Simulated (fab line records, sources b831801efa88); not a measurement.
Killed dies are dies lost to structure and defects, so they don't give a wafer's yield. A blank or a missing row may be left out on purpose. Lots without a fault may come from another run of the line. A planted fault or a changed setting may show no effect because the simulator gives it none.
One fault seen from 2 desks | flow sky130 | each desk has only its own numbers; what lay behind them comes last

THE METROLOGY DESK
What the gauges read, lot by lot, whatever tool the lot ran on: means of the sampled wafers that have a number. A lot is out of limits, marked OUT, if its mean lies more than 4 standard deviations from the usual mean; the brackets give that distance.
Columns: A = LDD_HVP_TW at SKY_LDD_HVP_TW_MEAS_10, usual 453.4; B = LOCAL_INTERCONNECT_TIN_THK at SKY_LOCAL_INTERCONNECT_THK_MEAS_02, usual 100.9 nm
lot  | first seen here | A     | B
L663 | day 21 12:45    | 451.4 | 100.8
L665 | day 22 05:13    | 452.3 | 100.3
L666 | day 22 08:40    | 455.4 | 101.5
L667 | day 23 17:31    | 452.2 | 101.4
L671 | day 25 05:16    | 454.2 | 101.3
L675 | day 26 10:26    | 452.8 | 100.2
L676 | day 26 19:26    | 456.7 | 100.5
L677 | day 26 21:11    | 453.3 | 100.2
L679 | day 27 17:54    | 450.6 | 101.4
L680 | day 27 23:26    | 450.4 | 100.8
L682 | day 28 12:43    | 453.5 | 100.5
L683 | day 28 16:47    | 448.8 | 102.0
L686 | day 29 15:15    | 453.5 | 100.9
This desk's finding: nothing out of limits on any of the 13 lots.

THE TOOL OWNER'S DESK: cmp-01
The tool's own readings at SKY_LI_CONTACT_CMP_24 (polishes, stops on PSG, t overpolish 20 s, target thk 0 nm): means of the sampled wafers that have a number, for each lot that ran on this tool. A lot is out of limits, marked OUT, if its mean lies more than 4 standard deviations from the usual mean; the brackets give that distance.
Columns: A = motor_current_A at SKY_LI_CONTACT_CMP_24, usual 10.6 A; B = overpolish_run_s at SKY_LI_CONTACT_CMP_24, usual 20.000 s; C = time_to_endpoint_s at SKY_LI_CONTACT_CMP_24, usual 99 s
lot  | first seen here | A    | B                        | C
L663 | day 29 02:44    | 9.7  | 20.000                   | 95
L665 | day 29 18:35    | 9.5  | 19.997                   | 99
L676 | day 33 21:55    | 11.4 | 21.931 (+99 or more) OUT | 99
L677 | day 34 01:52    | 10.0 | 21.938 (+99 or more) OUT | 96
This desk's finding: out of limits on L676, L677; first on L676, day 33 21:55 (overpolish_run_s at SKY_LI_CONTACT_CMP_24). In limits: L663, L665.

PUT TOGETHER
The tool owner's desk could have raised an alarm at day 33 21:55, on L676, L677.
The metrology desk saw nothing out of limits.
The metrology desk has L676, L677 on record, within its limits.
Of the lots named, all ran SKY_LI_CONTACT_CMP_24 on cmp-01.

WHAT THE SIMULATOR HAD PUT IN
Process parameter drift: cmp-01, from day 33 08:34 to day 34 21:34, at SKY_LI_CONTACT_CMP_24. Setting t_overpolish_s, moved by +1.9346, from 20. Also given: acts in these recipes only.
Lots struck among those shown: L676, L677.
Hours from the fault's start to each desk's first reading out of limits: the tool owner's desk, 13.
